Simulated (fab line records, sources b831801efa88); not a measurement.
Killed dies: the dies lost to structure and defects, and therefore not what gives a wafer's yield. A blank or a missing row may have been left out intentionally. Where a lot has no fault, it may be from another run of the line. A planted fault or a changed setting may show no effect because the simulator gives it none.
Comparing a struck lot with a sound one | flow sky130 | 42 out of 708 route steps
Sound: wafers L914.1, L914.5, L914.6. Struck: wafers L929.1, L929.6 (left out: L929.5, a lot-mate that was not struck); the cause follows at the end.
At each step with rows: each side's tool, then ch and its chambers, then its first start. Under that, the readings that differ: sound wafers | struck wafers | difference of the means | sigmas: that difference in standard deviations of wafers without a fault.
alike: same words and numbers on both sides, and readings whose means sit less than 2 such deviations apart. not compared: any withheld reading, any reading some wafer has no value for, any bound like >300 that may hide the same value, and any number with overlapping values for which the record gives no deviation.
Wherever a step has rows on one side only, a row that says differs or no value, or a row with sigmas, the two part there. Non-overlapping numbers with no deviation appear without sigmas and do not part them. A reading missing from all wafers of one side parts the sides only when that side holds two or more wafers.

first, 1 step without rows for these wafers: SKY_NWELL_IMPLANT_13.
SKY_NWELL_STRIP_14: strips in O2/N2.
  sound on plasma-asher-04 ch 0,1, day 5 04:26; struck on plasma-asher-04 ch 0, day 8 17:46
  reading                      | sound             | struck      | difference | sigmas
  strip-time-to-endpoint-s (s) | 36.69 36.78 36.69 | 36.91 36.92 | +0.20      | +2
  alike: drypump-motor-current-A, oes-product-au
  not compared: rf-hours-counter-h
SKY_NWELL_TW_MEAS_15:
  struck on film-metro-03, day 8 17:52; sound on film-metro-04, day 5 04:32
  reading  | sound          | struck    | difference | sigmas
  NWELL_TW | 1847 1841 1838 | 1805 1810 | -34        | -3
then, 7 steps without rows for these wafers: SKY_NWELL_DEHYDRATE_16 (time 60 s); SKY_NWELL_HMDS_17 (prime time 60 s); SKY_NWELL_COAT_18 (resist thk 3000 nm); SKY_NWELL_SOFTBAKE_19; SKY_NWELL_EXPOSE_20 (exposes mask NWM COMPLEMENT, target cd 840 nm); SKY_NWELL_PEB_21; SKY_NWELL_DEVELOP_22 (develop time 60 s).
SKY_NWELL_OVL_MEAS_23:
  struck on overlay-02, day 9 14:11; sound on overlay-02, day 5 22:12
  alike: NWELL_01_OVL
then, 1 step without rows for these wafers: SKY_NWELL_IMPLANT_24.
SKY_NWELL_STRIP_25: strips in O2/N2.
  sound on plasma-asher-02 ch 0,1, day 5 22:23; struck on plasma-asher-04 ch 0, day 9 14:31
  alike: drypump-motor-current-A, oes-product-au, strip-time-to-endpoint-s
  not compared: rf-hours-counter-h
SKY_NWELL_TW_MEAS_26:
  struck on film-metro-01, day 9 14:37; sound on film-metro-01, day 5 22:29
  alike: NWELL_2_TW
then, 1 step without rows for these wafers: SKY_NWELL_CLEAN_27 (cleans in SC1/SC2, time 150 s).
SKY_NWELL_RTA_28: time 30 s.
  sound on rtp-anneal-01 ch 0, day 5 22:35; struck on rtp-anneal-02 ch 0, day 9 14:44
  alike: lamp-power-pct, wafer_temp_C_max
SKY_NWELL_RS_MEAS_29: measurement is done with a four-point probe.
  struck on film-metro-04, day 9 14:50; sound on film-metro-03, day 5 22:41
  alike: NWELL_RS
SKY_NWELL_RS_MEAS_31: measurement is done with a four-point probe.
  struck on film-metro-04, day 9 15:04; sound on film-metro-03, day 5 22:56
  alike: PWDE_RS
then, 7 steps without rows for these wafers: SKY_VT_ADJUST_HVTP_DEHYDRATE_00 (time 60 s); SKY_VT_ADJUST_HVTP_HMDS_01 (prime time 60 s); SKY_VT_ADJUST_HVTP_COAT_02 (resist thk 1140 nm); SKY_VT_ADJUST_HVTP_SOFTBAKE_03 (time 60 s); SKY_VT_ADJUST_HVTP_EXPOSE_04 (exposes mask HVTPM, target cd 380 nm); SKY_VT_ADJUST_HVTP_PEB_05; SKY_VT_ADJUST_HVTP_DEVELOP_06 (develop time 60 s).
SKY_VT_ADJUST_HVTP_CD_MEAS_07 targets a cd of 380 nm.
  struck on cd-sem-01, day 10 14:21; sound on cd-sem-01, day 6 17:45
  reading    | sound             | struck      | difference | sigmas
  cd-nm (nm) | 382.1 385.2 385.1 | 378.5 378.1 | -5.8       | -3
SKY_VT_ADJUST_HVTP_OVL_MEAS_08:
  struck on overlay-02, day 10 14:28; sound on overlay-01, day 6 17:52
  alike: VT_ADJUST_HVTP_OVL
then, 1 step without rows for these wafers: SKY_VT_ADJUST_HVTP_IMPLANT_09.
SKY_VT_ADJUST_HVTP_STRIP_10: strips in O2/N2.
  sound on plasma-asher-02 ch 0,1, day 6 18:04; struck on plasma-asher-02 ch 0,1, day 10 14:40
  alike: drypump-motor-current-A, oes-product-au, strip-time-to-endpoint-s
  not compared: rf-hours-counter-h
SKY_VT_ADJUST_HVTP_TW_MEAS_11:
  struck on film-metro-02, day 10 14:46; sound on film-metro-01, day 6 18:10
  alike: VT_ADJUST_HVTP_TW
then, 7 steps without rows for these wafers: SKY_VT_ADJUST_LVTN_DEHYDRATE_00 (time 60 s); SKY_VT_ADJUST_LVTN_HMDS_01 (prime time 60 s); SKY_VT_ADJUST_LVTN_COAT_02 (resist thk 3000 nm); SKY_VT_ADJUST_LVTN_SOFTBAKE_03; SKY_VT_ADJUST_LVTN_EXPOSE_04 (exposes mask NWM COMPLEMENT LESS NATIVE, target cd 840 nm); SKY_VT_ADJUST_LVTN_PEB_05; SKY_VT_ADJUST_LVTN_DEVELOP_06 (develop time 60 s).
SKY_VT_ADJUST_LVTN_OVL_MEAS_07:
  struck on overlay-02, day 11 14:48; sound on overlay-02, day 7 14:09
  alike: VT_ADJUST_LVTN_OVL
then, 1 step without rows for these wafers: SKY_VT_ADJUST_LVTN_IMPLANT_08.
SKY_VT_ADJUST_LVTN_STRIP_09: strips in O2/N2.
  sound on plasma-asher-03 ch 0,1, day 7 14:20; struck on plasma-asher-03 ch 0, day 11 14:59
  reading                      | sound             | struck      | difference | sigmas
  strip-time-to-endpoint-s (s) | 37.02 36.91 36.92 | 36.71 36.73 | -0.23      | -2
  alike: drypump-motor-current-A, oes-product-au
  not compared: rf-hours-counter-h
SKY_VT_ADJUST_LVTN_TW_MEAS_10:
  struck on film-metro-04, day 11 15:05; sound on film-metro-04, day 7 14:26
  alike: VT_ADJUST_LVTN_TW
-- the record jumps here: 39 days lie between the struck wafers' starts before and after (it left off in module VT_ADJUST_LVTN and takes up again in module PAD_OPEN, whose first step shown is number 708 of the route) --
SKY_PAD_OPEN_PROBE_99:
  struck on prober-01, day 50 09:29; sound on prober-02, day 46 22:47
  reading             | sound    | struck  | difference | sigmas
  killed-at-front-end | 13 20 18 | 56 65   | +44        | +10
  killed-dies         | 85 91 84 | 132 117 | +38        | +3
  alike: killed_at_M0_to_M3, killed_at_M4_up, killed-at-contacts, killed-at-other, killed-open, killed-short

## WHERE THEY PART
First at SKY_NWELL_STRIP_14; last, within this record, at SKY_PAD_OPEN_PROBE_99.

WHY: the cause the simulator had injected
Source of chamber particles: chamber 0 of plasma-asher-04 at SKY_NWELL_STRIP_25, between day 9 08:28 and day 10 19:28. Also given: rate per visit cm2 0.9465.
